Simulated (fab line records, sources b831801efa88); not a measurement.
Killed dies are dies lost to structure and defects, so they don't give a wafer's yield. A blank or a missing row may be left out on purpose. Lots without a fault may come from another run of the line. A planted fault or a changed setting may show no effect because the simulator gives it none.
Which tool did it? | flow sky130 | 24 lots, 72 wafers sampled, at 4 steps of a route of 708

WHAT THE GAUGES READ, wafer by wafer
SKY_VIA1_RS_MEAS_22: measures by four-point-probe. Usual: VIA1_W_RS 0.425 ohm/sq, standard deviation 0.007.
lot  | measured     | on            | VIA1_W_RS (ohm/sq) | flag
L074 | day 34 13:25 | film_metro-04 | 0.433 0.429 0.430  |
L075 | day 35 07:41 | film_metro-04 | 0.427 0.432 0.428  |
L077 | day 35 09:53 | film_metro-04 | 0.432 0.419 0.426  |
L076 | day 35 13:00 | film_metro-02 | 0.428 0.415 0.431  |
L079 | day 36 01:19 | film_metro-04 | 0.425 0.409 0.422  |
L080 | day 36 05:13 | film_metro-03 | 0.445 0.437 0.436  |
L078 | day 36 08:17 | film_metro-04 | 0.416 0.416 0.425  |
L081 | day 36 13:34 | film_metro-02 | 0.421 0.428 0.424  |
L082 | day 36 18:15 | film_metro-04 | 0.426 0.421 0.421  |
L083 | day 37 10:05 | film_metro-04 | 0.416 0.429 0.415  |
L084 | day 37 15:29 | film_metro-03 | 0.428 0.428 0.434  |
L085 | day 38 00:24 | film_metro-03 | 0.429 0.432 0.429  |
L087 | day 38 01:20 | film_metro-04 | 0.418 0.418 0.413  |
L086 | day 38 03:07 | film_metro-02 | 0.427 0.426 0.432  |
L088 | day 38 22:06 | film_metro-03 | 0.425 0.421 0.424  |
L089 | day 39 01:27 | film_metro-04 | 0.424 0.418 0.428  |
L090 | day 39 10:59 | film_metro-02 | 0.416 0.425 0.429  |
L091 | day 39 12:12 | film_metro-03 | 0.417 0.421 0.429  |
L092 | day 40 00:28 | film_metro-04 | 0.427 0.425 0.417  |
L093 | day 40 03:28 | film_metro-02 | 0.431 0.422 0.425  |
L094 | day 40 08:38 | film_metro-03 | 0.410 0.413 0.408  |
L095 | day 40 10:43 | film_metro-03 | 0.426 0.424 0.425  |
L096 | day 40 22:23 | film_metro-03 | 0.434 0.434 0.434  |
L097 | day 41 03:00 | film_metro-04 | 0.415 0.433 0.429  |

WHICH TOOL RAN EACH LOT (tool, then ch and the chambers of the sampled wafers, then the start)
lot  | SKY_LOCAL_INTERCONNECT_ETCH_13    | SKY_CONTACT_ETCH_16                | SKY_CONTACT_ETCH_17
L074 | rie_metal-03 ch 0,1, day 30 22:44 | rie_diel-02 ch 0,1,2, day 32 03:53 | rie_diel-02 ch 0,1,2, day 32 03:56
L075 | rie_metal-02 ch 0,1, day 31 18:05 | rie_diel-03 ch 0,1,2, day 32 22:38 | rie_diel-03 ch 0,1,2, day 32 22:41
L077 | rie_metal-02 ch 0,1, day 31 20:20 | rie_diel-02 ch 0,1,3, day 33 00:35 | rie_diel-02 ch 0,1,3, day 33 00:38
L076 | rie_metal-02 ch 0,1, day 31 23:14 | rie_diel-01 ch 0,1,3, day 33 03:38 | rie_diel-01 ch 0,1,3, day 33 03:40
L079 | rie_metal-02 ch 0,1, day 32 13:16 | rie_diel-02 ch 0,2,3, day 33 16:44 | rie_diel-02 ch 0,2,3, day 33 16:46
L080 | rie_metal-04 ch 0,1, day 32 15:41 | rie_diel-02 ch 0,1,2, day 33 20:02 | rie_diel-02 ch 0,1,2, day 33 20:04
L078 | rie_metal-02 ch 0, day 32 19:26   | rie_diel-03 ch 0,1,3, day 33 23:05 | rie_diel-03 ch 0,1,3, day 33 23:08
L081 | rie_metal-04 ch 0,1, day 33 00:50 | rie_diel-03 ch 1,2,3, day 34 04:44 | rie_diel-03 ch 1,2,3, day 34 04:47
L082 | rie_metal-03 ch 0,1, day 33 04:56 | rie_diel-01 ch 0,2,3, day 34 09:53 | rie_diel-01 ch 0,2,3, day 34 09:56
L083 | rie_metal-02 ch 0,1, day 33 20:43 | rie_diel-03 ch 0,3, day 35 00:50   | rie_diel-03 ch 0,2, day 35 00:53
L084 | rie_metal-04 ch 0, day 34 03:43   | rie_diel-01 ch 2,3, day 35 06:59   | rie_diel-01 ch 2,3, day 35 07:02
L085 | rie_metal-03 ch 0,1, day 34 12:25 | rie_diel-02 ch 1,2,3, day 35 15:26 | rie_diel-02 ch 1,2,3, day 35 15:29
L087 | rie_metal-03 ch 0,1, day 34 13:38 | rie_diel-02 ch 0,3, day 35 17:26   | rie_diel-02 ch 0,3, day 35 17:28
L086 | rie_metal-02 ch 0,1, day 34 14:53 | rie_diel-01 ch 0,2,3, day 35 18:44 | rie_diel-01 ch 0,2,3, day 35 18:47
L088 | rie_metal-02 ch 0,1, day 35 09:52 | rie_diel-03 ch 0,1,2, day 36 13:20 | rie_diel-03 ch 0,1,2, day 36 13:23
L089 | rie_metal-02 ch 0,1, day 35 14:07 | rie_diel-03 ch 0,2, day 36 18:29   | rie_diel-03 ch 0,2, day 36 18:32
L090 | rie_metal-03 ch 1, day 36 01:11   | rie_diel-01 ch 0,2,3, day 37 04:41 | rie_diel-01 ch 0,2,3, day 37 04:44
L091 | rie_metal-04 ch 0,1, day 36 01:34 | rie_diel-03 ch 2,3, day 37 05:02   | rie_diel-03 ch 2,3, day 37 05:05
L092 | rie_metal-02 ch 0,1, day 36 13:20 | rie_diel-01 ch 0,1,2, day 37 17:38 | rie_diel-01 ch 0,1,2, day 37 17:41
L093 | rie_metal-02 ch 0,1, day 36 17:17 | rie_diel-03 ch 1,2,3, day 37 20:53 | rie_diel-03 ch 1,2,3, day 37 20:56
L094 | rie_metal-02 ch 0,1, day 36 23:50 | rie_diel-03 ch 0,1, day 38 02:59   | rie_diel-03 ch 0,1, day 38 03:02
L095 | rie_metal-02 ch 0,1, day 37 02:16 | rie_diel-02 ch 0,2,3, day 38 05:05 | rie_diel-02 ch 0,2,3, day 38 05:08
L096 | rie_metal-02 ch 0, day 37 14:59   | rie_diel-01 ch 2,3, day 38 17:08   | rie_diel-01 ch 1,2,3, day 38 17:11
L097 | rie_metal-02 ch 0,1, day 37 19:04 | rie_diel-03 ch 0,1,3, day 38 21:47 | rie_diel-03 ch 0,1,3, day 38 21:50
- SKY_LOCAL_INTERCONNECT_ETCH_13: etches BARC in N2/H2, stops on SiO2, time 43.91 s, target depth 60 nm.
- SKY_CONTACT_ETCH_16: etches BARC in N2/H2, stops on SiO2, time 45.9 s, target depth 60 nm.
- SKY_CONTACT_ETCH_17: etches SiO2 in C4F8/O2/Ar, stops on Si3N4, target depth 340 nm.

WHAT THE TOOLS THEMSELVES READ (means of the sampled wafers that have a number; where no wafer has one, the mark that the record gives instead)
SKY_LOCAL_INTERCONNECT_ETCH_13. Usual: drypump_motor_current_A 5.7 A, standard deviation 0.42; oes_product_au 0.876 a.u., standard deviation 0.0045; throttle_valve_pct 13.228 %, standard deviation 0.0097.
lot  | tool         | drypump_motor_current_A (A) | oes_product_au (a.u.) | throttle_valve_pct (%) | flag
L074 | rie_metal-03 | 5.4                         | 0.870                 | 13.222                 |
L075 | rie_metal-02 | 5.7                         | 0.874                 | 13.232                 |
L077 | rie_metal-02 | 5.9                         | 0.878                 | 13.233                 |
L076 | rie_metal-02 | 5.7                         | 0.880                 | 13.227                 |
L079 | rie_metal-02 | 5.8                         | 0.877                 | 13.221                 |
L080 | rie_metal-04 | 5.9                         | 0.875                 | 13.228                 |
L078 | rie_metal-02 | 5.6                         | 0.875                 | 13.226                 |
L081 | rie_metal-04 | 5.9                         | 0.876                 | 13.218                 |
L082 | rie_metal-03 | 5.1                         | 0.878                 | 13.233                 |
L083 | rie_metal-02 | 5.7                         | 0.875                 | 13.220                 |
L084 | rie_metal-04 | 6.2                         | 0.876                 | 13.221                 |
L085 | rie_metal-03 | 5.1                         | 0.877                 | 13.238                 |
L087 | rie_metal-03 | 5.4                         | 0.875                 | 13.233                 |
L086 | rie_metal-02 | 5.9                         | 0.878                 | 13.234                 |
L088 | rie_metal-02 | 6.0                         | 0.879                 | 13.219                 |
L089 | rie_metal-02 | 5.9                         | 0.879                 | 13.227                 |
L090 | rie_metal-03 | 4.9                         | 0.873                 | 13.229                 |
L091 | rie_metal-04 | 5.9                         | 0.878                 | 13.241                 |
L092 | rie_metal-02 | 5.9                         | 0.877                 | 13.229                 |
L093 | rie_metal-02 | 5.8                         | 0.876                 | 13.227                 |
L094 | rie_metal-02 | 5.9                         | 0.872                 | 13.229                 |
L095 | rie_metal-02 | 6.0                         | 0.876                 | 13.227                 |
L096 | rie_metal-02 | 5.6                         | 0.878                 | 13.224                 |
L097 | rie_metal-02 | 5.7                         | 0.878                 | 13.233                 |

SKY_CONTACT_ETCH_16. Usual: drypump_motor_current_A 5.9 A, standard deviation 0.48; oes_product_au 0.855 a.u., standard deviation 0.0048; throttle_valve_pct 13.225 %, standard deviation 0.0092.
lot  | tool        | drypump_motor_current_A (A) | oes_product_au (a.u.) | throttle_valve_pct (%) | flag
L074 | rie_diel-02 | 6.2                         | 0.862                 | 13.225                 |
L075 | rie_diel-03 | 5.8                         | 0.859                 | 13.224                 |
L077 | rie_diel-02 | 5.8                         | 0.854                 | 13.223                 |
L076 | rie_diel-01 | 5.9                         | 0.853                 | 13.220                 |
L079 | rie_diel-02 | 5.8                         | 0.854                 | 13.237                 |
L080 | rie_diel-02 | 6.2                         | 0.853                 | 13.225                 |
L078 | rie_diel-03 | 6.0                         | 0.852                 | 13.212                 |
L081 | rie_diel-03 | 6.2                         | 0.860                 | 13.217                 |
L082 | rie_diel-01 | 5.7                         | 0.853                 | 13.233                 |
L083 | rie_diel-03 | 5.7                         | 0.851                 | 13.220                 |
L084 | rie_diel-01 | 5.8                         | 0.858                 | 13.223                 |
L085 | rie_diel-02 | 6.0                         | 0.859                 | 13.223                 |
L087 | rie_diel-02 | 5.4                         | 0.856                 | 13.218                 |
L086 | rie_diel-01 | 5.7                         | 0.856                 | 13.238                 |
L088 | rie_diel-03 | 5.8                         | 0.853                 | 13.227                 |
L089 | rie_diel-03 | 5.4                         | 0.854                 | 13.210                 |
L090 | rie_diel-01 | 5.7                         | 0.855                 | 13.221                 |
L091 | rie_diel-03 | 6.2                         | 0.853                 | 13.233                 |
L092 | rie_diel-01 | 6.2                         | 0.854                 | 13.226                 |
L093 | rie_diel-03 | 6.2                         | 0.855                 | 13.219                 |
L094 | rie_diel-03 | 5.6                         | 0.854                 | 13.229                 |
L095 | rie_diel-02 | 5.8                         | 0.859                 | 13.224                 |
L096 | rie_diel-01 | 5.5                         | 0.853                 | 13.223                 |
L097 | rie_diel-03 | 6.0                         | 0.856                 | 13.214                 |

SKY_CONTACT_ETCH_17. Usual: oes_product_au 0.892 a.u., standard deviation 0.0051.
lot  | tool        | oes_product_au (a.u.) | flag
L074 | rie_diel-02 | 0.890                 |
L075 | rie_diel-03 | 0.894                 |
L077 | rie_diel-02 | 0.893                 |
L076 | rie_diel-01 | 0.895                 |
L079 | rie_diel-02 | 0.892                 |
L080 | rie_diel-02 | 0.890                 |
L078 | rie_diel-03 | 0.893                 |
L081 | rie_diel-03 | 0.891                 |
L082 | rie_diel-01 | 0.893                 |
L083 | rie_diel-03 | 0.893                 |
L084 | rie_diel-01 | 0.892                 |
L085 | rie_diel-02 | 0.888                 |
L087 | rie_diel-02 | 0.896                 |
L086 | rie_diel-01 | 0.890                 |
L088 | rie_diel-03 | 0.894                 |
L089 | rie_diel-03 | 0.896                 |
L090 | rie_diel-01 | 0.888                 |
L091 | rie_diel-03 | 0.887                 |
L092 | rie_diel-01 | 0.898                 |
L093 | rie_diel-03 | 0.893                 |
L094 | rie_diel-03 | 0.893                 |
L095 | rie_diel-02 | 0.887                 |
L096 | rie_diel-01 | 0.896                 |
L097 | rie_diel-03 | 0.889                 |

THE ANSWER, worked out from the rows above alone
Rule: a lot is off if the mean of its wafers that have a number lies more than 3 standard deviations from the usual mean. A lot without any number at a reading at which 4 lots or more have one is off too. The other lots that the step has rows for count as sound. The gauges are gone through in route order, then the tools' own readings, and for those a lot's mean is taken as printed above. The first step at which some lot is off is used, and at that step the reading that is off furthest; a lot without a number counts as furthest.
No lot is off at any reading shown: from this, nothing can be told.

WHAT THE SIMULATOR HAD PUT IN
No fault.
